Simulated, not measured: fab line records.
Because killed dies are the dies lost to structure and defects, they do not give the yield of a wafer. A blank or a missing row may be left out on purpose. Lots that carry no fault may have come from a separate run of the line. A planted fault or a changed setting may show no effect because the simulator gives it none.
2 desks looking at one fault ; flow gf180mcu ; numbers are kept per desk, each desk with only its own; the story behind them comes last

## TOOL OWNER'S DESK, pvd_sputter-04
The tool's own readings at GF_MIM_SPUTTER_02 (material AlCu, target thk 450 nm, time 23.9 s): means of the sampled wafers that have a number, for each lot that ran on this tool. Any lot whose mean is over 4 standard deviations away from the usual mean is out of limits and marked OUT; that distance is given in the brackets.
Columns: A = cathode_dc_power_W at GF_MIM_SPUTTER_02, usual 10600 W; B = throttle_valve_pct at GF_MIM_SPUTTER_02, usual 29.6 %
lot;first seen here;A;B
L644;day 24 06:24;10600;29.5
L657;day 29 07:19;7215 (-99 or more) OUT;29.0
L658;day 29 23:18;8907 (-99 or more) OUT;29.6
This desk's finding: out of limits on L657, L658; first on L657, day 29 07:19 (cathode_dc_power_W at GF_MIM_SPUTTER_02). L644: within limits.

## METROLOGY DESK
Lot by lot, what the gauges showed, no matter which tool ran the lot: averages of those sampled wafers that carry a number. Any lot whose mean is over 4 standard deviations away from the usual mean is out of limits and marked OUT; that distance is given in the brackets.
Columns: A = V4_W_RS at GF_V4_RS_MEAS_24, usual 0.327 ohm/sq; B = V4_W_THK at GF_V4_THK_MEAS_25, usual 357 nm
lot;first seen here;A;B
L644;day 24 05:47;0.325;358
L651;day 27 05:53;0.325;359
L657;day 29 06:42;0.329;354
L658;day 29 22:41;0.330;352
L663;day 30 21:11;0.328;352
L664;day 31 04:41;0.323;360
This desk's finding: nothing out of limits on any of the 6 lots.

## BROUGHT TOGETHER
The tool owner's desk had the chance to raise an alarm at day 29 07:19 on L657, L658.
Nothing out of limits was seen by the metrology desk.
The metrology desk has L657, L658 on record, within its limits.
The lots listed all ran GF_MIM_SPUTTER_02 on pvd_sputter-04.

## WHAT THE SIMULATOR PUT IN
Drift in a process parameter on pvd_sputter-04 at GF_MIM_SPUTTER_02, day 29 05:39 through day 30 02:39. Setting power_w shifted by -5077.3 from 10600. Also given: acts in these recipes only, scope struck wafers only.
Struck lots among those shown: L657, L658.
Hours from the fault's start to each desk's first reading out of limits: the tool owner's desk, 2.
